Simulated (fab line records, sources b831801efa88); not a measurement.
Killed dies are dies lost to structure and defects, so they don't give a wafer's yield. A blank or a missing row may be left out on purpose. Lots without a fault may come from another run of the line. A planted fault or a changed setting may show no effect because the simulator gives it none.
Which tool did it? | flow gf180mcu | 24 lots, 72 wafers sampled, at 6 steps of a route of 602

WHAT THE GAUGES READ, wafer by wafer
GF_V4_RS_MEAS_24: measures by four-point-probe. Usual: V4_W_RS 0.326 ohm/sq, standard deviation 0.006.
lot  | measured     | on            | V4_W_RS (ohm/sq)  | flag
L074 | day 24 11:59 | film_metro-02 | 0.328 0.330 0.333 |
L075 | day 25 00:06 | film_metro-01 | 0.324 0.330 0.325 |
L076 | day 25 03:01 | film_metro-02 | 0.329 0.327 0.327 |
L077 | day 25 14:29 | film_metro-03 | 0.320 0.330 0.315 |
L078 | day 25 20:22 | film_metro-01 | 0.321 0.330 0.324 |
L079 | day 25 23:57 | film_metro-02 | 0.323 0.330 0.326 |
L080 | day 26 10:43 | film_metro-01 | 0.327 0.331 0.332 |
L081 | day 27 00:01 | film_metro-01 | 0.329 0.331 0.326 |
L082 | day 27 02:32 | film_metro-03 | 0.313 0.318 0.329 |
L083 | day 27 11:11 | film_metro-02 | 0.315 0.331 0.316 |
L084 | day 27 22:30 | film_metro-02 | 0.329 0.335 0.317 |
L085 | day 28 02:56 | film_metro-03 | 0.328 0.332 0.325 |
L086 | day 28 12:05 | film_metro-03 | 0.322 0.319 0.334 |
L087 | day 28 16:17 | film_metro-03 | 0.320 0.334 0.328 |
L088 | day 29 00:28 | film_metro-03 | 0.319 0.334 0.320 |
L089 | day 29 05:06 | film_metro-01 | 0.327 0.315 0.330 |
L090 | day 29 16:35 | film_metro-02 | 0.321 0.331 0.334 |
L091 | day 30 11:14 | film_metro-02 | 0.318 0.327 0.328 |
L092 | day 30 12:57 | film_metro-02 | 0.327 0.331 0.329 |
L093 | day 30 19:12 | film_metro-02 | 0.330 0.335 0.332 |
L094 | day 30 20:37 | film_metro-02 | 0.320 0.327 0.331 |
L095 | day 31 00:56 | film_metro-03 | 0.331 0.317 0.328 |
L097 | day 31 10:48 | film_metro-02 | 0.333 0.331 0.324 |
L096 | day 31 12:30 | film_metro-02 | 0.333 0.333 0.330 |

WHICH TOOL RAN EACH LOT (tool, then ch and the chambers of the sampled wafers, then the start)
lot  | GF_SALICIDE_RTA_08               | GF_CONTACT_SPUTTER_22        | GF_CONTACT_SPUTTER_23        | GF_M2_SPUTTER_04             | GF_V2_SPUTTER_21
L074 | rtp_anneal-02 ch 0, day 15 06:40 | pvd_sputter-03, day 16 05:29 | pvd_sputter-03, day 16 05:32 | pvd_sputter-01, day 18 07:41 | pvd_sputter-03, day 20 09:58
L075 | rtp_anneal-01 ch 0, day 15 16:41 | pvd_sputter-03, day 16 15:58 | pvd_sputter-03, day 16 16:02 | pvd_sputter-02, day 18 18:28 | pvd_sputter-04, day 20 20:53
L076 | rtp_anneal-01 ch 0, day 15 21:19 | pvd_sputter-03, day 16 20:13 | pvd_sputter-03, day 16 20:17 | pvd_sputter-01, day 18 23:41 | pvd_sputter-02, day 21 02:30
L077 | rtp_anneal-02 ch 0, day 16 10:56 | pvd_sputter-04, day 17 10:44 | pvd_sputter-04, day 17 10:47 | pvd_sputter-02, day 19 13:41 | pvd_sputter-04, day 21 15:41
L078 | rtp_anneal-01 ch 0, day 16 14:50 | pvd_sputter-02, day 17 14:50 | pvd_sputter-02, day 17 14:53 | pvd_sputter-02, day 19 18:50 | pvd_sputter-04, day 21 20:41
L079 | rtp_anneal-01 ch 0, day 16 19:28 | pvd_sputter-02, day 17 20:16 | pvd_sputter-02, day 17 20:20 | pvd_sputter-02, day 19 23:47 | pvd_sputter-04, day 22 01:41
L080 | rtp_anneal-02 ch 0, day 17 05:39 | pvd_sputter-04, day 18 06:46 | pvd_sputter-04, day 18 06:50 | pvd_sputter-04, day 20 11:11 | pvd_sputter-03, day 22 12:01
L081 | rtp_anneal-02 ch 0, day 17 20:25 | pvd_sputter-03, day 18 21:37 | pvd_sputter-03, day 18 21:41 | pvd_sputter-01, day 21 01:57 | pvd_sputter-03, day 23 02:45
L082 | rtp_anneal-02 ch 0, day 17 22:19 | pvd_sputter-03, day 18 23:34 | pvd_sputter-03, day 18 23:38 | pvd_sputter-01, day 21 04:28 | pvd_sputter-04, day 23 05:29
L083 | rtp_anneal-02 ch 0, day 18 08:07 | pvd_sputter-04, day 19 09:22 | pvd_sputter-04, day 19 09:25 | pvd_sputter-01, day 21 13:57 | pvd_sputter-02, day 23 14:10
L084 | rtp_anneal-02 ch 0, day 18 23:46 | pvd_sputter-02, day 20 01:28 | pvd_sputter-02, day 20 01:32 | pvd_sputter-04, day 22 05:27 | pvd_sputter-03, day 24 05:01
L085 | rtp_anneal-01 ch 0, day 19 04:18 | pvd_sputter-04, day 20 05:31 | pvd_sputter-04, day 20 05:35 | pvd_sputter-02, day 22 08:35 | pvd_sputter-03, day 24 08:21
L086 | rtp_anneal-02 ch 0, day 19 14:30 | pvd_sputter-04, day 20 16:34 | pvd_sputter-04, day 20 16:38 | pvd_sputter-02, day 22 19:08 | pvd_sputter-02, day 24 18:46
L087 | rtp_anneal-02 ch 0, day 19 20:55 | pvd_sputter-02, day 20 22:18 | pvd_sputter-02, day 20 22:22 | pvd_sputter-02, day 23 01:26 | pvd_sputter-03, day 25 00:32
L088 | rtp_anneal-02 ch 0, day 20 07:43 | pvd_sputter-04, day 21 09:17 | pvd_sputter-04, day 21 09:20 | pvd_sputter-04, day 23 11:44 | pvd_sputter-02, day 25 08:46
L089 | rtp_anneal-01 ch 0, day 20 16:34 | pvd_sputter-03, day 21 17:28 | pvd_sputter-03, day 21 17:32 | pvd_sputter-02, day 23 18:29 | pvd_sputter-02, day 25 14:55
L090 | rtp_anneal-02 ch 0, day 21 04:16 | pvd_sputter-02, day 22 05:13 | pvd_sputter-02, day 22 05:17 | pvd_sputter-04, day 24 06:23 | pvd_sputter-04, day 26 04:07
L091 | rtp_anneal-01 ch 0, day 22 04:00 | pvd_sputter-02, day 23 04:25 | pvd_sputter-02, day 23 04:29 | pvd_sputter-04, day 25 04:38 | pvd_sputter-04, day 27 00:24
L092 | rtp_anneal-01 ch 0, day 22 04:18 | pvd_sputter-04, day 23 04:34 | pvd_sputter-04, day 23 04:38 | pvd_sputter-02, day 25 04:48 | pvd_sputter-04, day 27 01:23
L093 | rtp_anneal-01 ch 0, day 22 12:40 | pvd_sputter-03, day 23 12:58 | pvd_sputter-03, day 23 13:02 | pvd_sputter-02, day 25 12:15 | pvd_sputter-03, day 27 08:27
L094 | rtp_anneal-01 ch 0, day 22 15:22 | pvd_sputter-04, day 23 15:40 | pvd_sputter-04, day 23 15:43 | pvd_sputter-01, day 25 14:56 | pvd_sputter-04, day 27 11:25
L095 | rtp_anneal-02 ch 0, day 22 22:43 | pvd_sputter-02, day 23 22:36 | pvd_sputter-02, day 23 22:40 | pvd_sputter-01, day 25 22:59 | pvd_sputter-04, day 27 17:39
L097 | rtp_anneal-02 ch 0, day 23 09:09 | pvd_sputter-04, day 24 09:04 | pvd_sputter-04, day 24 09:08 | pvd_sputter-02, day 26 07:45 | pvd_sputter-03, day 28 02:37
L096 | rtp_anneal-02 ch 0, day 23 11:31 | pvd_sputter-04, day 24 10:37 | pvd_sputter-04, day 24 10:41 | pvd_sputter-01, day 26 09:32 | pvd_sputter-04, day 28 04:16
- GF_SALICIDE_RTA_08: time 30 s.
- GF_CONTACT_SPUTTER_22: material Ti, target thk 15 nm, time 80.02 s.
- GF_CONTACT_SPUTTER_23: material TiN, target thk 10 nm, time 40 s.
- GF_M2_SPUTTER_04: material TiN, target thk 50 nm, time 41.7 s.
- GF_V2_SPUTTER_21: material Ti, target thk 15 nm, time 80.02 s.

WHAT THE TOOLS THEMSELVES READ (means of the sampled wafers that have a number; where no wafer has one, the mark that the record gives instead)
GF_SALICIDE_RTA_08. Usual: lamp_power_pct 17.3 %, standard deviation 0.59; wafer_temp_C_max 803.3, standard deviation 0.61.
lot  | tool          | lamp_power_pct (%) | wafer_temp_C_max | flag
L074 | rtp_anneal-02 | 17.8               | 803.8            |
L075 | rtp_anneal-01 | 16.6               | 803.3            |
L076 | rtp_anneal-01 | 16.6               | 803.3            |
L077 | rtp_anneal-02 | 17.8               | 803.9            |
L078 | rtp_anneal-01 | 16.6               | 803.3            |
L079 | rtp_anneal-01 | 16.6               | 803.4            |
L080 | rtp_anneal-02 | 17.8               | 802.5            |
L081 | rtp_anneal-02 | 17.8               | 803.2            |
L082 | rtp_anneal-02 | 17.8               | 803.0            |
L083 | rtp_anneal-02 | 17.8               | 802.9            |
L084 | rtp_anneal-02 | 17.8               | 803.3            |
L085 | rtp_anneal-01 | 16.6               | 803.6            |
L086 | rtp_anneal-02 | 17.8               | 803.4            |
L087 | rtp_anneal-02 | 17.8               | 803.3            |
L088 | rtp_anneal-02 | 17.8               | 803.2            |
L089 | rtp_anneal-01 | 16.6               | 803.1            |
L090 | rtp_anneal-02 | 17.8               | 803.2            |
L091 | rtp_anneal-01 | 16.6               | 803.3            |
L092 | rtp_anneal-01 | 16.6               | 803.1            |
L093 | rtp_anneal-01 | 16.6               | 803.0            |
L094 | rtp_anneal-01 | 16.6               | 803.1            |
L095 | rtp_anneal-02 | 17.8               | 802.9            |
L097 | rtp_anneal-02 | 17.8               | 803.5            |
L096 | rtp_anneal-02 | 17.8               | 803.1            |

GF_CONTACT_SPUTTER_22. Usual: throttle_valve_pct 30.3 %, standard deviation 1.2.
lot  | tool           | throttle_valve_pct (%) | flag
L074 | pvd_sputter-03 | 29.6                   |
L075 | pvd_sputter-03 | 29.1                   |
L076 | pvd_sputter-03 | 29.6                   |
L077 | pvd_sputter-04 | 31.3                   |
L078 | pvd_sputter-02 | 30.5                   |
L079 | pvd_sputter-02 | 30.1                   |
L080 | pvd_sputter-04 | 30.8                   |
L081 | pvd_sputter-03 | 29.7                   |
L082 | pvd_sputter-03 | 29.0                   |
L083 | pvd_sputter-04 | 31.3                   |
L084 | pvd_sputter-02 | 30.5                   |
L085 | pvd_sputter-04 | 31.0                   |
L086 | pvd_sputter-04 | 31.5                   |
L087 | pvd_sputter-02 | 30.4                   |
L088 | pvd_sputter-04 | 30.4                   |
L089 | pvd_sputter-03 | 28.4                   |
L090 | pvd_sputter-02 | 30.2                   |
L091 | pvd_sputter-02 | 30.5                   |
L092 | pvd_sputter-04 | 31.0                   |
L093 | pvd_sputter-03 | 28.4                   |
L094 | pvd_sputter-04 | 30.4                   |
L095 | pvd_sputter-02 | 30.1                   |
L097 | pvd_sputter-04 | 31.9                   |
L096 | pvd_sputter-04 | 30.9                   |

GF_CONTACT_SPUTTER_23. Usual: throttle_valve_pct 30.2 %, standard deviation 1.2.
lot  | tool           | throttle_valve_pct (%) | flag
L074 | pvd_sputter-03 | 29.7                   |
L075 | pvd_sputter-03 | 29.0                   |
L076 | pvd_sputter-03 | 29.7                   |
L077 | pvd_sputter-04 | 31.3                   |
L078 | pvd_sputter-02 | 30.7                   |
L079 | pvd_sputter-02 | 29.9                   |
L080 | pvd_sputter-04 | 31.0                   |
L081 | pvd_sputter-03 | 29.8                   |
L082 | pvd_sputter-03 | 29.1                   |
L083 | pvd_sputter-04 | 31.2                   |
L084 | pvd_sputter-02 | 30.3                   |
L085 | pvd_sputter-04 | 30.9                   |
L086 | pvd_sputter-04 | 31.3                   |
L087 | pvd_sputter-02 | 30.4                   |
L088 | pvd_sputter-04 | 30.4                   |
L089 | pvd_sputter-03 | 28.3                   |
L090 | pvd_sputter-02 | 30.1                   |
L091 | pvd_sputter-02 | 30.5                   |
L092 | pvd_sputter-04 | 31.0                   |
L093 | pvd_sputter-03 | 28.4                   |
L094 | pvd_sputter-04 | 30.3                   |
L095 | pvd_sputter-02 | 30.2                   |
L097 | pvd_sputter-04 | 31.8                   |
L096 | pvd_sputter-04 | 30.7                   |

GF_M2_SPUTTER_04. Usual: throttle_valve_pct 30.4 %, standard deviation 1.
lot  | tool           | throttle_valve_pct (%) | flag
L074 | pvd_sputter-01 | 31.5                   |
L075 | pvd_sputter-02 | 30.3                   |
L076 | pvd_sputter-01 | 30.5                   |
L077 | pvd_sputter-02 | 30.1                   |
L078 | pvd_sputter-02 | 30.4                   |
L079 | pvd_sputter-02 | 30.1                   |
L080 | pvd_sputter-04 | 31.3                   |
L081 | pvd_sputter-01 | 30.6                   |
L082 | pvd_sputter-01 | 29.5                   |
L083 | pvd_sputter-01 | 30.1                   |
L084 | pvd_sputter-04 | 31.3                   |
L085 | pvd_sputter-02 | 30.1                   |
L086 | pvd_sputter-02 | 29.8                   |
L087 | pvd_sputter-02 | 30.3                   |
L088 | pvd_sputter-04 | 31.4                   |
L089 | pvd_sputter-02 | 30.5                   |
L090 | pvd_sputter-04 | 30.3                   |
L091 | pvd_sputter-04 | 30.4                   |
L092 | pvd_sputter-02 | 29.7                   |
L093 | pvd_sputter-02 | 30.2                   |
L094 | pvd_sputter-01 | 30.9                   |
L095 | pvd_sputter-01 | 30.0                   |
L097 | pvd_sputter-02 | 29.7                   |
L096 | pvd_sputter-01 | 29.5                   |

GF_V2_SPUTTER_21. Usual: throttle_valve_pct 30.2 %, standard deviation 1.3.
lot  | tool           | throttle_valve_pct (%) | flag
L074 | pvd_sputter-03 | 29.1                   |
L075 | pvd_sputter-04 | 30.4                   |
L076 | pvd_sputter-02 | 29.9                   |
L077 | pvd_sputter-04 | 31.0                   |
L078 | pvd_sputter-04 | 31.6                   |
L079 | pvd_sputter-04 | 31.4                   |
L080 | pvd_sputter-03 | 29.1                   |
L081 | pvd_sputter-03 | 29.6                   |
L082 | pvd_sputter-04 | 31.4                   |
L083 | pvd_sputter-02 | 30.3                   |
L084 | pvd_sputter-03 | 29.7                   |
L085 | pvd_sputter-03 | 29.6                   |
L086 | pvd_sputter-02 | 30.1                   |
L087 | pvd_sputter-03 | 29.1                   |
L088 | pvd_sputter-02 | 30.2                   |
L089 | pvd_sputter-02 | 30.1                   |
L090 | pvd_sputter-04 | 31.4                   |
L091 | pvd_sputter-04 | 30.4                   |
L092 | pvd_sputter-04 | 30.3                   |
L093 | pvd_sputter-03 | 29.1                   |
L094 | pvd_sputter-04 | 30.4                   |
L095 | pvd_sputter-04 | 30.7                   |
L097 | pvd_sputter-03 | 28.4                   |
L096 | pvd_sputter-04 | 31.5                   |

THE ANSWER, worked out from the rows above alone
Rule: a lot is off if the mean of its wafers that have a number lies more than 3 standard deviations from the usual mean. A lot without any number at a reading at which 4 lots or more have one is off too. The other lots that the step has rows for count as sound. The gauges are gone through in route order, then the tools' own readings, and for those a lot's mean is taken as printed above. The first step at which some lot is off is used, and at that step the reading that is off furthest; a lot without a number counts as furthest.
No lot is off at any reading shown: from this, nothing can be told.

WHAT THE SIMULATOR HAD PUT IN
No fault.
